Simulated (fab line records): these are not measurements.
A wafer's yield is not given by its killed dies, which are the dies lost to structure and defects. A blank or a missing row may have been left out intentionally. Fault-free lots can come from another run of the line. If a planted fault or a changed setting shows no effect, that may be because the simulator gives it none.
A lot that was struck, set against a sound lot    flow sky130    34 out of 708 route steps
Sound: the wafers L135.2, L135.3, L135.4. The struck wafers were L146.1, L146.2, L146.5. At the end, the cause is stated.
Each step with rows lists, per side, the tool, then ch with its chambers, then its first start. Under that, the readings that differ: sound wafers    struck wafers    difference of the means    sigmas: that difference in standard deviations of wafers without a fault.
alike: same words and numbers on both sides, and readings whose means sit less than 2 such deviations apart. not compared: any withheld reading, any reading some wafer has no value for, any bound like >300 that may hide the same value, and any number with overlapping values for which the record gives no deviation.
Wherever a step has rows on one side only, a row that says differs or no value, or a row with sigmas, the two part there. Non-overlapping numbers with no deviation appear without sigmas and do not part them. Lack of a reading on every wafer of one side parts them only where that side has two or more wafers.

SKY_FIELD_ISO_BOW_MEAS_00:
  struck on film-metro-01, day 4 03:00; sound on film-metro-03, day 1 20:01
  alike: INCOMING_BOW
then, 1 step without rows for these wafers: SKY_FIELD_ISO_OXIDATION_01 (stabilise 600 s, purge 300 s, target thk 12 nm).
SKY_FIELD_ISO_THK_MEAS_02:
  struck on film-metro-02, day 4 07:58; sound on film-metro-02, day 1 21:38
  alike: FIELD_ISO_OXIDATION_00_THK
SKY_FIELD_ISO_CVD_03: deposits Si3N4 from DCS/NH3, target thk 165 nm, time 2830 s.
  sound on lpcvd-02 ch 1, day 2 09:05; struck on lpcvd-02 ch 1, day 4 08:02
  alike: spike-tc-bottom-C
SKY_FIELD_ISO_THK_MEAS_04:
  struck on film-metro-03, day 4 09:49; sound on film-metro-01, day 2 10:53
  alike: FIELD_ISO_CVD_03_THK
then, 8 steps without rows for these wafers: SKY_FIELD_ISO_DEHYDRATE_05 (time 60 s); SKY_FIELD_ISO_HMDS_06 (prime time 60 s); SKY_FIELD_ISO_COAT_07 (resist thk 60 nm); SKY_FIELD_ISO_COAT_08 (resist thk 450 nm); SKY_FIELD_ISO_SOFTBAKE_09 (time 90 s); SKY_FIELD_ISO_EXPOSE_10 (exposes mask FOM, target cd 150 nm); SKY_FIELD_ISO_PEB_11; SKY_FIELD_ISO_DEVELOP_12 (develop time 60 s).
SKY_FIELD_ISO_CD_MEAS_13: target cd 150 nm.
  struck on cd-sem-02, day 5 03:04; sound on cd-sem-01, day 3 02:44
  alike: cd-nm
SKY_FIELD_ISO_ETCH_14: etches BARC in N2/H2, stops on SiO2, time 45.9 s, target depth 60 nm.
  sound on rie-diel-03 ch 0,1,3, day 3 02:50; struck on rie-diel-04 ch 0,2,3, day 5 03:11
  alike: drypump-motor-current-A, n2-flow-sccm, oes-product-au, throttle-valve-pct
  not compared: rf-hours-counter-h
SKY_FIELD_ISO_ETCH_15: etches the open film in CHF3/O2, stops on Si, target depth 180 nm, time 72 s.
  sound on rie-diel-03 ch 0,1,3, day 3 02:53; struck on rie-diel-04 ch 0,2,3, day 5 03:14
  alike: drypump-motor-current-A, oes-product-au, throttle-valve-pct
  not compared: rf-hours-counter-h
SKY_FIELD_ISO_STRIP_16: strips in O2/N2.
  sound on plasma-asher-01 ch 0,1, day 3 02:56; struck on plasma-asher-02 ch 0,1, day 5 03:17
  alike: drypump-motor-current-A, n2-flow-sccm, oes-product-au, strip-time-to-endpoint-s
  not compared: rf-hours-counter-h
SKY_FIELD_ISO_ETCH_17: etches Si in HBr/Cl2/O2, target depth 342 nm, time 97.7 s.
  sound on rie-si-02 ch 1,2,3, day 3 03:02; struck on rie-si-02 ch 1,2,3, day 5 03:23
  alike: drypump-motor-current-A, he-backside-leak-sccm, oes-product-au, throttle-valve-pct
  not compared: rf-hours-counter-h
then, 5 steps without rows for these wafers: SKY_FIELD_ISO_WET_ETCH_18 (etches Si3N4 in H3PO4, target depth 25 nm, time 286 s); SKY_FIELD_ISO_CLEAN_19 (cleans in SC1/SC2, time 150 s); SKY_FIELD_ISO_CLEAN_20 (cleans in dHF, time 20 s); SKY_FIELD_ISO_WET_ETCH_21 (etches SiO2 in dHF, target depth 20 nm, time 411.6 s); SKY_FIELD_ISO_OXIDATION_22 (stabilise 600 s, purge 300 s, target thk 10 nm).
SKY_FIELD_ISO_THK_MEAS_23:
  struck on film-metro-02, day 5 05:16; sound on film-metro-03, day 3 05:43
  alike: FIELD_ISO_OXIDATION_01_THK
then, 1 step without rows for these wafers: SKY_FIELD_ISO_CVD_24 (deposits SiO2, target thk 595 nm, time 99.2 s).
SKY_FIELD_ISO_THK_MEAS_25:
  struck on film-metro-03, day 5 05:24; sound on film-metro-03, day 3 05:53
  alike: FIELD_ISO_CVD_24_THK
then, 1 step without rows for these wafers: SKY_FIELD_ISO_ANNEAL_26 (time 1800 s).
SKY_FIELD_ISO_CMP_27: polishes, stops on Si3N4, t overpolish 16 s, target thk 457.8 nm.
  sound on cmp-01 ch 0,1,3, day 3 07:51; struck on cmp-02 ch 0,2,3, day 5 07:01
  alike: motor-current-A, overpolish-run-s, slurry-filter-dp-kPa, time-to-endpoint-s
then, 5 steps without rows for these wafers: SKY_FIELD_ISO_WET_ETCH_28 (etches SiO2 in dHF, target depth 23.7 nm, time 47 s); SKY_FIELD_ISO_WET_ETCH_29 (etches Si3N4 in H3PO4, target depth 160 nm, time 1825 s); SKY_FIELD_ISO_WET_ETCH_30 (etches SiO2 in dHF, target depth 25 nm, time 50 s); SKY_NWELL_CLEAN_00 (cleans in SC1/SC2, time 150 s); SKY_NWELL_OXIDATION_01 (stabilise 600 s, purge 300 s, target thk 10 nm).
-- the record jumps here: 44 days lie between the struck wafers' starts before and after (it left off in module NWELL and takes up again in module PAD_OPEN, whose first step shown is number 708 of the route) --
SKY_PAD_OPEN_PROBE_99:
  struck on prober-01, day 49 00:47; sound on prober-02, day 46 14:10
reading              sound     struck       difference  sigmas
killed-at-front-end  12 14 19  57 63 59     +45         +11
killed-dies          83 83 95  127 122 116  +35         +4
  alike: killed_at_M0_to_M3, killed_at_M4_up, killed-at-contacts, killed-at-other, killed-open, killed-short

WHERE THEY PART
Only at SKY_PAD_OPEN_PROBE_99, within this record.

WHY: whatever the simulator had introduced
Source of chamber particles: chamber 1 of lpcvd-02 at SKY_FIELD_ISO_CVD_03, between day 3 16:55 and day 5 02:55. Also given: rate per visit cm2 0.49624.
